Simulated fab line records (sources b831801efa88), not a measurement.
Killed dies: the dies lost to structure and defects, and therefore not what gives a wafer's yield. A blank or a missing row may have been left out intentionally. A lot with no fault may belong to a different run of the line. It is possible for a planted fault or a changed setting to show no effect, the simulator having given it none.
Struck lot and sound lot, side by side	flow sky130	15 out of 708 route steps
Sound: wafers L551.1, L551.3, L551.5. Struck: wafers L544.1, L544.5. At the end, the cause is stated.
At each step with rows: each side's tool, then ch and its chambers, then its first start. Under that, the readings that differ: sound wafers	struck wafers	difference of the means	sigmas: that difference in standard deviations of wafers without a fault.
alike: words and numbers the same on both sides, and readings whose means are apart by under 2 such deviations; not compared: readings that were withheld, readings missing a value for some wafer, numbers with overlapping values and no deviation given by the record, and bounds like >300 which may hide the same value.
A row with sigmas, a row that says differs or no value, or rows on one side alone: a step with any of these is where the two part. Numbers that don't overlap but have no deviation are shown without sigmas and don't part them. Lack of a reading on every wafer of one side parts them only where that side has two or more wafers.

first, 3 steps without rows for these wafers: SKY_METAL1_EXPOSE_12 (exposes mask MM1, target cd 140 nm); SKY_METAL1_PEB_13; SKY_METAL1_DEVELOP_14 (develop time 60 s).
SKY_METAL1_CD_MEAS_15: target cd 140 nm.
  sound on cd_sem-01, day 39 05:28; struck on cd_sem-02, day 37 06:01
  alike: cd_nm
SKY_METAL1_OVL_MEAS_16:
  sound on overlay-01, day 39 05:35; struck on overlay-02, day 37 06:08
reading	sound	struck	difference	sigmas
METAL1_OVL (nm)	-11 -3 -8	4 10	+14	+3
SKY_METAL1_DESCUM_17: chemistry O2, time 8 s.
  sound on rie_metal-03 ch 0,1, day 39 05:38; struck on rie_metal-01 ch 0, day 37 06:10
  alike: drypump_motor_current_A, oes_product_au, temp_c
  not compared: rf_hours_counter_h
SKY_METAL1_ETCH_18: etches BARC in N2/H2, stops on SiO2, time 45.9 s, target depth 60 nm.
  sound on rie_metal-03 ch 0,1, day 39 05:40; struck on rie_metal-01 ch 0, day 37 06:12
  alike: drypump_motor_current_A, n2_flow_sccm, oes_product_au, throttle_valve_pct
  not compared: rf_hours_counter_h
SKY_METAL1_METAL_ETCH_19: etches the open film in Cl2/BCl3, stops on SiO2, target depth 360 nm, time 78 s.
  sound on rie_metal-03 ch 0,1, day 39 05:43; struck on rie_metal-01 ch 0, day 37 06:16
  alike: drypump_motor_current_A, oes_product_au, throttle_valve_pct
  not compared: rf_hours_counter_h
SKY_METAL1_STRIP_20: strips in O2/N2.
  sound on plasma_asher-01 ch 0,1, day 39 05:49; struck on plasma_asher-01 ch 0,1, day 37 06:21
  alike: drypump_motor_current_A, n2_flow_sccm, oes_product_au, strip_time_to_endpoint_s
  not compared: rf_hours_counter_h
then, 3 steps without rows for these wafers: SKY_METAL1_STRIP_21 (strips in post etch residue remover, time 1200 s); SKY_METAL1_CLEAN_22 (cleans in IPA, time 180 s); SKY_METAL1_CLEAN_23 (cleans in O3/DIW).
SKY_VIA1_HDPCVD_00: deposits SiO2, target thk 1030 nm, time 171.7 s.
  sound on hdpcvd-02 ch 0,1, day 39 06:26; struck on hdpcvd-01 ch 1, day 37 07:17
reading	sound	struck	difference	sigmas
run_length_s (s)	198.9 199.7 199.0	155.9 156.0	-43.2	-80
susceptor_temp_C (C)	400.15 399.87 400.31	- -	no value on the struck wafers	
model.SiO2_of_VIA1_HDPCVD_00.thk_nm (nm)	1021 1029 1034	775.4 776.4	-252.1	
SKY_VIA1_THK_MEAS_01:
  sound on film_metro-02, day 39 06:33; struck on film_metro-01, day 37 07:41
reading	sound	struck	difference	sigmas
VIA1_HDPCVD_THK (nm)	1022 1029 1035	776 777	-252	-25
  not compared: hold
SKY_VIA1_CMP_02: polishes SiO2.
  sound on cmp-02 ch 1,3, day 39 06:37; struck on cmp-02 ch 1,3, day 37 09:35
reading	sound	struck	difference	sigmas
hold	- - -	await_dispo/1.7h/release await_dispo/1.7h/release	no value on the sound wafers	
  alike: motor_current_A

== WHERE THEY PART ==
At SKY_METAL1_OVL_MEAS_16 first; at SKY_VIA1_CMP_02 last (within this record only).

WHY: whatever the simulator had introduced
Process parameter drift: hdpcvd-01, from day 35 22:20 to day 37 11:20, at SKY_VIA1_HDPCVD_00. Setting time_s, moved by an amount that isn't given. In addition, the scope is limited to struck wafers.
